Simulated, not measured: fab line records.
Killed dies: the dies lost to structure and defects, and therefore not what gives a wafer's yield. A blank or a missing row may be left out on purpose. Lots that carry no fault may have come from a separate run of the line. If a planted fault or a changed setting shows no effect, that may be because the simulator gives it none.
Chamber matching || flow gf180mcu || GF_V2_CMP_04 on cmp-02: 4 sister chambers
The step polishes SiO2. 14 wafers are shown with their chamber, then 7 later ones without.

WAFERS PAIRED WITH THEIR CHAMBERS
{"wafer": "L322.2", "chamber": 3, "motor current A (A)": 10.9, "head pressure psi (psi)": 4.005, "time to endpoint s (s)": 80}
{"wafer": "L322.4", "chamber": 2, "motor current A (A)": 11.7, "head pressure psi (psi)": 4.010, "time to endpoint s (s)": 88}
{"wafer": "L322.5", "chamber": 3, "motor current A (A)": 10.3, "head pressure psi (psi)": 3.995, "time to endpoint s (s)": 82}
{"wafer": "L324.2", "chamber": 1, "motor current A (A)": 10.7, "head pressure psi (psi)": 3.990, "time to endpoint s (s)": 82}
{"wafer": "L324.3", "chamber": 0, "motor current A (A)": 10.3, "head pressure psi (psi)": 4.000, "time to endpoint s (s)": 85}
{"wafer": "L324.4", "chamber": 2, "motor current A (A)": 11.8, "head pressure psi (psi)": 4.004, "time to endpoint s (s)": 89}
{"wafer": "L325.2", "chamber": 1, "motor current A (A)": 10.7, "head pressure psi (psi)": 3.992, "time to endpoint s (s)": 81}
{"wafer": "L325.3", "chamber": 3, "motor current A (A)": 10.6, "head pressure psi (psi)": 4.009, "time to endpoint s (s)": 79}
{"wafer": "L325.4", "chamber": 0, "motor current A (A)": 10.1, "head pressure psi (psi)": 4.001, "time to endpoint s (s)": 86}
{"wafer": "L326.1", "chamber": 2, "motor current A (A)": 12.4, "head pressure psi (psi)": 4.003, "time to endpoint s (s)": 80}
{"wafer": "L326.4", "chamber": 3, "motor current A (A)": 10.8, "head pressure psi (psi)": 4.010, "time to endpoint s (s)": 88}
{"wafer": "L326.5", "chamber": 0, "motor current A (A)": 10.2, "head pressure psi (psi)": 4.009, "time to endpoint s (s)": 87}
{"wafer": "L330.2", "chamber": 3, "motor current A (A)": 9.9, "head pressure psi (psi)": 4.000, "time to endpoint s (s)": 81}
{"wafer": "L330.4", "chamber": 2, "motor current A (A)": 11.6, "head pressure psi (psi)": 4.012, "time to endpoint s (s)": 87}

SIGNATURES, as means of the wafers listed above
{"reading": "motor current A", "chamber 0": 10.200, "chamber 1": 10.700, "chamber 2": 11.875, "chamber 3": 10.500, "scatter within a chamber": 0.327}
{"reading": "head pressure psi", "chamber 0": 4.00333, "chamber 1": 3.99100, "chamber 2": 4.00725, "chamber 3": 4.00380, "scatter within a chamber": 0.00518}
{"reading": "time to endpoint s", "chamber 0": 86.00, "chamber 1": 81.50, "chamber 2": 86.00, "chamber 3": 82.00, "scatter within a chamber": 3.2}
Rule: a wafer lies at a distance from a chamber equal to the root of the sum of squares, over the readings, of (its reading less the chamber's mean, divided by the reading's scatter). The wafer belongs to the nearest chamber; if the next one is less than 2 further off, it can't be placed. How the scatter is found: for the shown wafers, subtract from each reading the mean of its chamber, square and add these, divide the total by (wafers less chambers), then take the root.

WAFERS WHOSE CHAMBER IS MISSING
{"wafer": "L330.6", "motor current A (A)": 11.8, "head pressure psi (psi)": 4.009, "time to endpoint s (s)": 86}
{"wafer": "L339.1", "motor current A (A)": 10.2, "head pressure psi (psi)": 4.002, "time to endpoint s (s)": 71}
{"wafer": "L339.3", "motor current A (A)": 10.8, "head pressure psi (psi)": 3.995, "time to endpoint s (s)": 74}
{"wafer": "L339.6", "motor current A (A)": 11.5, "head pressure psi (psi)": 3.985, "time to endpoint s (s)": 82}
{"wafer": "L342.3", "motor current A (A)": 10.5, "head pressure psi (psi)": 4.001, "time to endpoint s (s)": 74}
{"wafer": "L342.4", "motor current A (A)": 12.0, "head pressure psi (psi)": 4.003, "time to endpoint s (s)": 77}
{"wafer": "L342.5", "motor current A (A)": 10.4, "head pressure psi (psi)": 3.992, "time to endpoint s (s)": 76}

WHICH CHAMBER EACH WENT THROUGH
{"wafer": "L330.6", "from the rows above": 2, "in truth": 2}
{"wafer": "L339.1", "from the rows above": "can't be placed: 3 or 1 or 0", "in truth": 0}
{"wafer": "L339.3", "from the rows above": "can't be placed: 1 or 3 or 0", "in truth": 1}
{"wafer": "L339.6", "from the rows above": "can't be placed: 1 or 2", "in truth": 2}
{"wafer": "L342.3", "from the rows above": "can't be placed: 3 or 1 or 0", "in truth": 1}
{"wafer": "L342.4", "from the rows above": "can't be placed: 2 or 1 or 3", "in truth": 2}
{"wafer": "L342.5", "from the rows above": "can't be placed: 1 or 3 or 0", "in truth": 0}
Placed correctly: 1 of 7. Cannot be placed on the basis of these rows: 6; the candidates contain the true chamber in 6. 0 placed wrongly.
